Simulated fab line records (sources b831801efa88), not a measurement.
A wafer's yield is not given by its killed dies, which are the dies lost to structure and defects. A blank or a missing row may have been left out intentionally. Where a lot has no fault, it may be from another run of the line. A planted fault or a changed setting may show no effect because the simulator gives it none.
Which of the tools did it? || flow sky130 || 18 wafers from 6 lots sampled at 4 of the route's 708 steps

== WHAT THE GAUGES SHOWED, per wafer ==
SKY_LDD_P_CD_MEAS_07 targets a cd of 380 nm.
{"lot": "L662", "measured": "day 19 21:00", "on": "cdSem-02", "cdNm (nm)": "375.7 378.2 377.0"}
{"lot": "L667", "measured": "day 22 03:57", "on": "cdSem-02", "cdNm (nm)": "372.9 371.2 373.9"}
{"lot": "L672", "measured": "day 23 15:56", "on": "cdSem-01", "cdNm (nm)": "378.8 379.7 379.8"}
{"lot": "L676", "measured": "day 25 21:27", "on": "cdSem-02", "cdNm (nm)": "381.3 382.5 380.5"}
{"lot": "L679", "measured": "day 26 01:01", "on": "cdSem-02", "cdNm (nm)": "378.9 377.6 374.6"}
{"lot": "L681", "measured": "day 26 22:33", "on": "cdSem-01", "cdNm (nm)": "378.9 381.5 381.6"}

== WHICH TOOL RAN EACH LOT (tool, then ch and the chambers of the sampled wafers, then the start) ==
{"lot": "L662", "SKY_FIELD_ISO_STRIP_16": "plasmaAsher-02 ch 0,1, day 2 15:37", "SKY_FIELD_ISO_ETCH_17": "rieSi-01 ch 1,2, day 2 15:43", "SKY_LDD_P_DEVELOP_06": "lithoTrack-04 ch 0, day 19 20:51"}
{"lot": "L667", "SKY_FIELD_ISO_STRIP_16": "plasmaAsher-03 ch 0, day 3 18:01", "SKY_FIELD_ISO_ETCH_17": "rieSi-02 ch 0,2,3, day 3 18:07", "SKY_LDD_P_DEVELOP_06": "lithoTrack-04 ch 0, day 22 03:48"}
{"lot": "L672", "SKY_FIELD_ISO_STRIP_16": "plasmaAsher-01 ch 0,1, day 4 21:31", "SKY_FIELD_ISO_ETCH_17": "rieSi-02 ch 2,3, day 4 21:35", "SKY_LDD_P_DEVELOP_06": "lithoTrack-01 ch 0, day 23 15:49"}
{"lot": "L676", "SKY_FIELD_ISO_STRIP_16": "plasmaAsher-03 ch 0,1, day 5 18:52", "SKY_FIELD_ISO_ETCH_17": "rieSi-02 ch 0,2,3, day 5 18:58", "SKY_LDD_P_DEVELOP_06": "lithoTrack-01 ch 0, day 25 21:19"}
{"lot": "L679", "SKY_FIELD_ISO_STRIP_16": "plasmaAsher-01 ch 0,1, day 6 06:34", "SKY_FIELD_ISO_ETCH_17": "rieSi-01 ch 0,1,3, day 6 06:40", "SKY_LDD_P_DEVELOP_06": "lithoTrack-04 ch 0, day 26 00:52"}
{"lot": "L681", "SKY_FIELD_ISO_STRIP_16": "plasmaAsher-02 ch 0,1, day 6 23:05", "SKY_FIELD_ISO_ETCH_17": "rieSi-01 ch 0,2,3, day 6 23:11", "SKY_LDD_P_DEVELOP_06": "lithoTrack-04 ch 0, day 26 22:24"}
- SKY_FIELD_ISO_STRIP_16: strips in O2/N2.
- SKY_FIELD_ISO_ETCH_17: etches Si in HBr/Cl2/O2, target depth 342 nm, time 97.7 s.
- SKY_LDD_P_DEVELOP_06: develop time 60 s.

== THE ANSWER, worked out from the rows above alone ==
Rule: the lots themselves supply what counts as usual. Put in order of their means at a reading, lots are off if they are a third of the lots or fewer, leave a main group of 4 or more, and stand apart from it by a gap of 3 or more times the standard deviation of the main group's means; of several such gaps the widest counts. Not used: any main group whose means are identical at the precision the tables above print for the reading. A lot without any number at a reading at which 4 lots or more have one is off too. Where the step has rows for the other lots, those lots are counted as sound.
Nothing can be told from this: no lot is off at any reading shown.

== WHAT HAD BEEN PUT IN BY THE SIMULATOR ==
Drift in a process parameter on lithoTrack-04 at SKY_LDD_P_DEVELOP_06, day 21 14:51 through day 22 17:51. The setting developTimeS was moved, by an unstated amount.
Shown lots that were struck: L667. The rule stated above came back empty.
